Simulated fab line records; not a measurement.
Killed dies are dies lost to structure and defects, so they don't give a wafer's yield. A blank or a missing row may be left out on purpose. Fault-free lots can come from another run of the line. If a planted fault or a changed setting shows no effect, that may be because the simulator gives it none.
Matching of chambers / flow gf180mcu / 4 sister chambers for GF_STI_ETCH_14 on rie si-02
The step etches Si in HBr/Cl2/O2, target depth 360 nm, time 102.9 s. 4 wafers are shown with their chamber, then 9 later ones without.

WAFERS PAIRED WITH THEIR CHAMBERS
wafer=L783.2; chamber=3; drypump motor current A (A)=4.8
wafer=L784.1; chamber=2; drypump motor current A (A)=5.2
wafer=L784.2; chamber=0; drypump motor current A (A)=5.0
wafer=L784.5; chamber=1; drypump motor current A (A)=6.1

WAFERS WITH NO CHAMBER GIVEN
wafer=L790.1; drypump motor current A (A)=6.1
wafer=L790.3; drypump motor current A (A)=4.8
wafer=L790.6; drypump motor current A (A)=4.9
wafer=L792.3; drypump motor current A (A)=4.8
wafer=L792.4; drypump motor current A (A)=5.2
wafer=L792.6; drypump motor current A (A)=5.2
wafer=L796.2; drypump motor current A (A)=6.1
wafer=L796.4; drypump motor current A (A)=5.0
wafer=L796.6; drypump motor current A (A)=4.8

WHICH CHAMBER EACH WENT THROUGH
wafer=L790.1; from the rows above=1; in truth=1
wafer=L790.3; from the rows above=3; in truth=3
wafer=L790.6; from the rows above=can't be placed: 0 or 3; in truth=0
wafer=L792.3; from the rows above=3; in truth=3
wafer=L792.4; from the rows above=2; in truth=2
wafer=L792.6; from the rows above=2; in truth=2
wafer=L796.2; from the rows above=1; in truth=1
wafer=L796.4; from the rows above=0; in truth=0
wafer=L796.6; from the rows above=3; in truth=3
Correct placement for 8 of the 9. These rows do not allow placing 1 (true chamber among the candidates in 1). Number placed wrongly: 0.
How it was worked out, from the rows above alone: a wafer's distance from a chamber is the root of the sum, over the readings, of the square of ((its reading less the chamber's mean) divided by the reading's scatter). The wafer belongs to the nearest chamber; if the next one is less than 2 further off, it can't be placed. For every chamber, the mean is computed from those of its wafers that are shown. The scatter (one wafer shown for each chamber): square how far every hidden wafer sits from the nearest shown wafer, average those squares and take the square root.
